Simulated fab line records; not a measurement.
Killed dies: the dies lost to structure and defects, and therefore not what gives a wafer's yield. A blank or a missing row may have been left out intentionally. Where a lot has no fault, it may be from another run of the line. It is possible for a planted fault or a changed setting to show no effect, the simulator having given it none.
Which of the tools did it? / flow gf180mcu / Sampling: 13 lots, 39 wafers, 5 of 602 route steps

== WHAT EACH GAUGE READ, for each wafer ==
GF_SAB_CD_MEAS_09: target cd 420 nm.
lot=L723; measured=day 15 15:14; on=cdSem-01; cdNm (nm)=418.7 420.1 419.0
lot=L725; measured=day 16 00:06; on=cdSem-01; cdNm (nm)=422.2 422.9 424.2
lot=L726; measured=day 16 05:37; on=cdSem-01; cdNm (nm)=422.0 421.0 422.2
lot=L727; measured=day 16 11:21; on=cdSem-02; cdNm (nm)=452.3 450.3 450.8
lot=L734; measured=day 19 15:23; on=cdSem-02; cdNm (nm)=422.8 424.1 423.0
lot=L736; measured=day 20 00:15; on=cdSem-01; cdNm (nm)=419.0 416.8 418.1
lot=L737; measured=day 20 07:23; on=cdSem-02; cdNm (nm)=418.6 418.8 418.5
lot=L739; measured=day 21 07:14; on=cdSem-02; cdNm (nm)=419.3 421.1 421.7
lot=L738; measured=day 21 09:42; on=cdSem-02; cdNm (nm)=420.7 421.5 420.9
lot=L740; measured=day 21 21:01; on=cdSem-02; cdNm (nm)=423.2 421.4 422.7
lot=L742; measured=day 22 05:00; on=cdSem-01; cdNm (nm)=420.9 421.7 422.2
lot=L743; measured=day 22 14:12; on=cdSem-02; cdNm (nm)=418.9 420.0 418.8
lot=L746; measured=day 23 09:05; on=cdSem-02; cdNm (nm)=421.4 421.2 418.0

GF_CONTACT_THK_MEAS_01.
lot=L723; measured=day 15 16:19; on=filmMetro-01; CONTACT_CVD_00_THK (nm)=294 296 296
lot=L725; measured=day 16 01:11; on=filmMetro-01; CONTACT_CVD_00_THK (nm)=299 298 300
lot=L726; measured=day 16 06:42; on=filmMetro-04; CONTACT_CVD_00_THK (nm)=301 299 300
lot=L727; measured=day 16 12:25; on=filmMetro-04; CONTACT_CVD_00_THK (nm)=300 299 305
lot=L734; measured=day 19 16:26; on=filmMetro-04; CONTACT_CVD_00_THK (nm)=298 299 302
lot=L736; measured=day 20 01:19; on=filmMetro-04; CONTACT_CVD_00_THK (nm)=302 302 301
lot=L737; measured=day 20 08:26; on=filmMetro-02; CONTACT_CVD_00_THK (nm)=302 300 301
lot=L739; measured=day 21 08:18; on=filmMetro-01; CONTACT_CVD_00_THK (nm)=305 298 298
lot=L738; measured=day 21 10:46; on=filmMetro-04; CONTACT_CVD_00_THK (nm)=302 298 301
lot=L740; measured=day 21 22:05; on=filmMetro-04; CONTACT_CVD_00_THK (nm)=301 299 304
lot=L742; measured=day 22 06:04; on=filmMetro-02; CONTACT_CVD_00_THK (nm)=301 305 301
lot=L743; measured=day 22 15:16; on=filmMetro-01; CONTACT_CVD_00_THK (nm)=301 297 298
lot=L746; measured=day 23 10:15; on=filmMetro-01; CONTACT_CVD_00_THK (nm)=306 305 307

GF_CONTACT_THK_MEAS_03.
lot=L723; measured=day 15 16:26; on=filmMetro-04; CONTACT_CVD_02_THK (nm)=872 860 872
lot=L725; measured=day 16 01:19; on=filmMetro-04; CONTACT_CVD_02_THK (nm)=869 853 880
lot=L726; measured=day 16 06:50; on=filmMetro-01; CONTACT_CVD_02_THK (nm)=843 839 843
lot=L727; measured=day 16 12:33; on=filmMetro-04; CONTACT_CVD_02_THK (nm)=852 868 857
lot=L734; measured=day 19 16:34; on=filmMetro-02; CONTACT_CVD_02_THK (nm)=852 860 873
lot=L736; measured=day 20 01:26; on=filmMetro-01; CONTACT_CVD_02_THK (nm)=853 862 881
lot=L737; measured=day 20 08:34; on=filmMetro-01; CONTACT_CVD_02_THK (nm)=855 865 867
lot=L739; measured=day 21 08:26; on=filmMetro-02; CONTACT_CVD_02_THK (nm)=834 842 852
lot=L738; measured=day 21 10:53; on=filmMetro-01; CONTACT_CVD_02_THK (nm)=854 837 861
lot=L740; measured=day 21 22:16; on=filmMetro-04; CONTACT_CVD_02_THK (nm)=859 875 865
lot=L742; measured=day 22 06:11; on=filmMetro-01; CONTACT_CVD_02_THK (nm)=844 858 852
lot=L743; measured=day 22 15:23; on=filmMetro-02; CONTACT_CVD_02_THK (nm)=842 855 862
lot=L746; measured=day 23 10:23; on=filmMetro-02; CONTACT_CVD_02_THK (nm)=840 842 861

GF_CONTACT_OVL_MEAS_15.
lot=L723; measured=day 16 15:24; on=overlay-01; CONTACT_OVL (nm)=0 1 -6
lot=L725; measured=day 17 00:22; on=overlay-02; CONTACT_OVL (nm)=15 2 4
lot=L726; measured=day 17 06:37; on=overlay-02; CONTACT_OVL (nm)=9 2 6
lot=L727; measured=day 17 12:17; on=overlay-01; CONTACT_OVL (nm)=6 6 2
lot=L734; measured=day 20 17:00; on=overlay-02; CONTACT_OVL (nm)=1 6 1
lot=L736; measured=day 21 02:48; on=overlay-01; CONTACT_OVL (nm)=4 7 -4
lot=L737; measured=day 21 09:15; on=overlay-01; CONTACT_OVL (nm)=2 10 3
lot=L739; measured=day 22 08:44; on=overlay-01; CONTACT_OVL (nm)=1 2 5
lot=L738; measured=day 22 10:35; on=overlay-02; CONTACT_OVL (nm)=10 13 8
lot=L740; measured=day 22 22:02; on=overlay-01; CONTACT_OVL (nm)=7 -4 7
lot=L742; measured=day 23 05:32; on=overlay-02; CONTACT_OVL (nm)=11 14 11
lot=L743; measured=day 23 14:50; on=overlay-01; CONTACT_OVL (nm)=7 0 12
lot=L746; measured=day 24 08:47; on=overlay-02; CONTACT_OVL (nm)=3 -4 1

== TOOL THAT RAN EACH LOT (tool first, then ch and the chambers of the sampled wafers, then the start) ==
lot=L723; GF_SAB_EXPOSE_06=ilineStepper-01 ch 0, day 15 04:38
lot=L725; GF_SAB_EXPOSE_06=ilineStepper-01 ch 0, day 15 13:20
lot=L726; GF_SAB_EXPOSE_06=ilineStepper-02 ch 0, day 15 18:52
lot=L727; GF_SAB_EXPOSE_06=ilineStepper-01 ch 0, day 16 00:13
lot=L734; GF_SAB_EXPOSE_06=ilineStepper-02 ch 0, day 19 02:49
lot=L736; GF_SAB_EXPOSE_06=ilineStepper-01 ch 0, day 19 12:43
lot=L737; GF_SAB_EXPOSE_06=ilineStepper-01 ch 0, day 19 20:25
lot=L739; GF_SAB_EXPOSE_06=ilineStepper-01 ch 0, day 20 19:51
lot=L738; GF_SAB_EXPOSE_06=ilineStepper-01 ch 0, day 20 22:18
lot=L740; GF_SAB_EXPOSE_06=ilineStepper-02 ch 0, day 21 08:55
lot=L742; GF_SAB_EXPOSE_06=ilineStepper-02 ch 0, day 21 17:51
lot=L743; GF_SAB_EXPOSE_06=ilineStepper-01 ch 0, day 22 02:28
lot=L746; GF_SAB_EXPOSE_06=ilineStepper-01 ch 0, day 22 22:09
- GF_SAB_EXPOSE_06: exposes mask SAB, target cd 420 nm.

== AS READ BY THE TOOLS THEMSELVES (means over the sampled wafers that have a number; for cases with no such wafer, the mark the record gives instead) ==
The record holds no such reading with a usual standard deviation.

== THE ANSWER, worked out from the rows above alone ==
Rule: usual is defined by the lots themselves. The widest of any qualifying gaps counts: lots, ordered by their means at a reading, are off when they make up no more than a third of the lots, leave a main group of 4 or more, and stand apart from it by 3 or more times the standard deviation of that group's means. The tables above print the reading to a certain number of digits; a main group whose means all agree to those digits is not used. Also off: a lot with no number at a reading for which 4 or more lots have one. All remaining lots with rows at the step are treated as sound. The gauges are gone through in route order, then the tools' own readings, and for those a lot's mean is taken as printed above. The first step at which some lot is off is used, and at that step the reading that is off furthest; a lot without a number counts as furthest.
Off, at GF_SAB_CD_MEAS_09 on cdNm: L727. The main group: mean 420.8 nm, standard deviation 1.7.
If a tool, at a process step before that reading, ran all the lots that are off and no sound lot after the first of them, it fits. Those tools and the gauges at GF_SAB_CD_MEAS_09 are tried in the same way. Not one of the candidates tried fits.

== WHAT WAS PUT IN BY THE SIMULATOR ==
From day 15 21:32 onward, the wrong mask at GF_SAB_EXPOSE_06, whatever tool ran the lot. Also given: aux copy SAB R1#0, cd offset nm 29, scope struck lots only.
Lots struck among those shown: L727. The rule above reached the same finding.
